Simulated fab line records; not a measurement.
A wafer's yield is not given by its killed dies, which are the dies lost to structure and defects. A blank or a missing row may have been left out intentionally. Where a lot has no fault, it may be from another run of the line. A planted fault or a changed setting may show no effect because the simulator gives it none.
Matching of chambers :: flow sfq_line :: 3 sister chambers for SFQ_TRILAYER_I4_DEP_PECVD_099 on pecvd-04
The step deposits SiO2 from SiH4/N2O, time 111.11 s, target thk 500 nm. 6 wafers are shown with their chamber, then 8 later ones without.

== EACH WAFER AND ITS CHAMBER ==
wafer: L624.1
chamber: 2
heater_power_w (W): 74
throttle_valve_pct (%): 25.7

wafer: L626.3
chamber: 2
heater_power_w (W): 71
throttle_valve_pct (%): 25.6

wafer: L627.6
chamber: 0
heater_power_w (W): 111
throttle_valve_pct (%): 24.8

wafer: L631.4
chamber: 0
heater_power_w (W): 107
throttle_valve_pct (%): 24.7

wafer: L631.5
chamber: 1
heater_power_w (W): 96
throttle_valve_pct (%): 25.1

wafer: L639.3
chamber: 1
heater_power_w (W): 82
throttle_valve_pct (%): 25.5

== WAFERS WHOSE CHAMBER IS MISSING ==
wafer: L639.5
heater_power_w (W): 86
throttle_valve_pct (%): 25.3

wafer: L639.6
heater_power_w (W): 67
throttle_valve_pct (%): 25.6

wafer: L642.2
heater_power_w (W): 93
throttle_valve_pct (%): 25.5

wafer: L642.5
heater_power_w (W): 74
throttle_valve_pct (%): 25.2

wafer: L642.6
heater_power_w (W): 97
throttle_valve_pct (%): 25.4

wafer: L645.1
heater_power_w (W): 95
throttle_valve_pct (%): 25.3

wafer: L645.5
heater_power_w (W): 95
throttle_valve_pct (%): 25.2

wafer: L645.6
heater_power_w (W): 112
throttle_valve_pct (%): 24.5

== WHICH CHAMBER EACH WENT THROUGH ==
wafer: L639.5
from the rows above: 1
in truth: 1

wafer: L639.6
from the rows above: 2
in truth: 2

wafer: L642.2
from the rows above: 1
in truth: 1

wafer: L642.5
from the rows above: can't be placed: 1 or 2
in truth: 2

wafer: L642.6
from the rows above: 1
in truth: 1

wafer: L645.1
from the rows above: 1
in truth: 1

wafer: L645.5
from the rows above: 1
in truth: 1

wafer: L645.6
from the rows above: 0
in truth: 0
Placed correctly: 7 of 8. Cannot be placed on the basis of these rows: 1; the candidates contain the true chamber in 1. 0 placed wrongly.
How it was worked out, from the rows above alone: a wafer's distance from a chamber is the root of the sum, over the readings, of the square of ((its reading less the chamber's mean) divided by the reading's scatter). The wafer belongs to the nearest chamber; if the next one is less than 2 further off, it can't be placed. A chamber's mean is the mean of its shown wafers. The scatter: take each reading less its chamber's mean, square it, sum over the shown wafers, divide by the number of wafers less the number of chambers, and take the root.
